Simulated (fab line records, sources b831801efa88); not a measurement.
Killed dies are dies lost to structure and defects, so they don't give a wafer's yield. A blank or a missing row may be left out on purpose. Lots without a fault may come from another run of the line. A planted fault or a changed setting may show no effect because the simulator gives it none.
Problem report in the 8D (eight disciplines) form, filled by code | flow gf180mcu | the parts of the form that need people (team, actions taken, sign-off) are left out

1. THE PROBLEM
NWELL_TW at GF_NWELL_TW_MEAS_11 reads a mean of 30 on 6 wafers of 2 lots; wafers without a fault read 1566 with a standard deviation of 8.1. That is -99 or more standard deviations from the usual mean.
First seen on wafer L961.1, day 6 14:22, on film_metro-01. The record holds 42 wafers of 14 lots with a number at this step. Rule for "out", or "out of limits": more than 4 standard deviations from the usual mean. The other wafers with a number count as sound.

2. WHAT IT IS AND WHAT IT IS NOT
question                    | is                     | is not
which readings at this step | NWELL_TW               | -
which lots                  | L961, L962             | L947, L949, L950, L951, L952, L954, L955, L956, L957, L958, L960, L969
which wafers of those lots  | all that have a number | -
read on which gauges        | film_metro-01          | film_metro-02, film_metro-03
when                        | from day 6 14:22       | up to then (33 sound wafers); but 3 sound wafers of L969 came after

3. SUSPECTS, AND WHAT RULES EACH OUT
Counting: a tool at a process step up to the reading stays a suspect if it ran every lot that is out and no sound lot after the first of them.
- the gauge at GF_NWELL_TW_MEAS_11: kept. All the wafers that are out were read on film_metro-01, and no step on other tools shows them out.
- litho_track-01 at GF_NWELL_DEVELOP_06 (develop time 60 s): kept. It ran every lot that is out, first L961 (day 6 13:00), and no sound lot after that; its last sound lot up to then is L957 (day 5 16:00).
Left after counting: litho_track-01 at GF_NWELL_DEVELOP_06, film_metro-01 at GF_NWELL_TW_MEAS_11.

4. THE CAUSE (what the simulator had put in)
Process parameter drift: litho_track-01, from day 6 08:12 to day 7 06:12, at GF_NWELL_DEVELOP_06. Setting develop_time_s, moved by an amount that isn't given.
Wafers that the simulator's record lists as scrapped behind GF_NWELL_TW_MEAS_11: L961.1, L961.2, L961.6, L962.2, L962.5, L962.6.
Counting left 2 suspects, and this tool is among them.

5. THE CHAIN OF EFFECTS, in route order
Each row: a reading whose mean over the struck wafers that have a number lies more than 3 standard deviations from the usual. Only readings for which the record gives a usual standard deviation are gone through. hours: the time from each lot's start at the first step in this table that gives one to its start at this step, as a median over the lots. sigmas: the change in usual standard deviations.
hours | step                | reading  | usual | on struck wafers | change | sigmas
0     | GF_NWELL_TW_MEAS_11 | NWELL_TW | 1566  | 30               | -1536  | -99 or more
Readings that are blank on the struck wafers while sound wafers have them: NWELL_OVL at GF_NWELL_OVL_MEAS_07.

6. WHAT WOULD HAVE CAUGHT IT SOONER
In this record the first reading out of limits at a measuring or inspecting step was taken at day 6 14:22, 6 hours after the fault began at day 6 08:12.
Between GF_NWELL_DEVELOP_06 and GF_NWELL_TW_MEAS_11, GF_NWELL_OVL_MEAS_07 gave no NWELL_OVL on the struck wafers, where sound wafers have one: a measuring or inspecting step that comes back empty is itself a sign.
Of the lots that are out (2), L962 began GF_NWELL_DEVELOP_06 on litho_track-01 after day 6 14:22. A hold on the tool at that time would have spared it.
